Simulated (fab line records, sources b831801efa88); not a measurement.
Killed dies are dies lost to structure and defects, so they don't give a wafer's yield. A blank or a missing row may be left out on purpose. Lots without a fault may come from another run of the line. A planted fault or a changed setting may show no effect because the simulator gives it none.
Split-lot experiment | flow sky130 | 5 lots, 23 wafers read, on a route of 708 steps

THE SPLIT
At SKY_VIA2_HDPCVD_00 (deposits SiO2, target thk 1180 nm, time 196.7 s), the setting time_s was moved away from the recipe's 196.7 s on 8 of the 23 wafers read, by -14.5% to -5.7%. The other wafers ran this setting at the recipe's value.

The file shows no step between the split and the reading.

THE READING
VIA2_HDPCVD_THK, in nm, at SKY_VIA2_THK_MEAS_01. Fault-free wafers of this fab line usually give 1183 nm, standard deviation 12 nm.

wafer  | tool, chamber at the split | time_s as run, s | against the recipe | VIA2_HDPCVD_THK, nm | against lot-mates on the recipe
L077.1 | hdpcvd-01, 0               | 196.7            | recipe             | 1184                | -
L077.2 | hdpcvd-01, 1               | 196.7            | recipe             | 1183                | -
L077.4 | hdpcvd-01, 0,1             | 196.7            | recipe             | 1181                | -
L077.5 | hdpcvd-01, 0               | 196.7            | recipe             | 1187                | -
L077.6 | hdpcvd-01, 0,1             | 196.7            | recipe             | 1184                | -
L078.1 | hdpcvd-01, 1               | 196.7            | recipe             | 1182                | -
L078.2 | hdpcvd-01, 0               | 196.7            | recipe             | 1211                | -
L078.3 | hdpcvd-01, 0               | 185.5            | -5.7%              | 1118                | -75
L078.4 | hdpcvd-01, 1               | 196.7            | recipe             | 1186                | -
L078.5 | hdpcvd-01, 1               | 185.5            | -5.7%              | 1126                | -67
L081.1 | hdpcvd-01, 0               | 196.7            | recipe             | 1197                | -
L081.4 | hdpcvd-01, 1               | 196.7            | recipe             | 1180                | -
L081.5 | hdpcvd-01, 0               | 196.7            | recipe             | 1197                | -
L082.2 | hdpcvd-01, 0               | 196.7            | recipe             | 1190                | -
L082.3 | hdpcvd-01, 0,1             | 168.2            | -14.5%             | 1028                | -164
L082.4 | hdpcvd-01, 0,1             | 168.2            | -14.5%             | 1028                | -164
L082.5 | hdpcvd-01, 1               | 168.2            | -14.5%             | 1009                | -182
L082.6 | hdpcvd-01, 0               | 196.7            | recipe             | 1193                | -
L085.1 | hdpcvd-01, 0               | 196.7            | recipe             | 1201                | -
L085.2 | hdpcvd-01, 1               | 168.6            | -14.3%             | 1019                | -171
L085.3 | hdpcvd-01, 0               | 196.7            | recipe             | 1179                | -
L085.4 | hdpcvd-01, 1,0             | 168.6            | -14.3%             | 1006                | -184
L085.5 | hdpcvd-01, 1,0             | 168.6            | -14.3%             | 1024                | -166
Where a row lists several chambers, the file gives one row for several wafers and doesn't say which wafer went through which chamber.

THE FIT
A straight line over all 23 wafers: VIA2_HDPCVD_THK changes by +11.8 nm for each +1% of time_s; r = +0.99; the points scatter about the line by 9 nm.
The same after taking each lot's own level away (the mean of its wafers on the recipe; 23 wafers): +11.9 nm for each +1%; r = +0.99; scatter 8.4 nm.
On that fit, the largest move of time_s shifts the reading by 1.7e+02 nm.
The lots' own levels span 1183.8 to 1193.0 nm, that is 0.8 times the standard deviation above.
So the lot-to-lot level changes the slope little: the two slopes agree.
Check: with one of the wafers moved furthest among these (-14.5%) left out of the fit, the line predicts -175 nm for it against its lot-mates. It came out at -164 nm against them.

OTHER SPLITS ON THESE WAFERS
These wafers also went through other splits before the reading. Each is held against what the fit with the lots' levels taken away leaves over:
other split on the same wafers    | wafers away from the commonest value | r with VIA2_HDPCVD_THK (lot level and that fit taken away)
SKY_VIA1_HDPCVD_00 sih4_flow_sccm | 9                                    | +0.36
SKY_VIA1_CVD_21 pressure_torr     | 15                                   | -0.13
SKY_METAL2_SPUTTER_03 time_s      | 7                                    | -0.29
SKY_METAL2_METAL_ETCH_19 icp_w    | 5                                    | -0.20

THE WHOLE CHAIN: every reading that the file lists as answering this split, in the file's order
step                 | what it does                                    | reading                                                                        | change (the file's fit)              | r (the file's)
SKY_VIA2_HDPCVD_00   | deposits SiO2, target thk 1180 nm, time 196.7 s | SiO2_of_VIA2_HDPCVD_00.thk_nm (the simulator's own value, which no gauge read) | +12.1 nm for each +1% of the setting | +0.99
SKY_VIA2_THK_MEAS_01 |                                                 | VIA2_HDPCVD_THK                                                                | +12 for each +1% of the setting      | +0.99

THE FILE'S OWN FIT
VIA2_HDPCVD_THK changes by +12 nm for each +1% of time_s, r = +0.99.
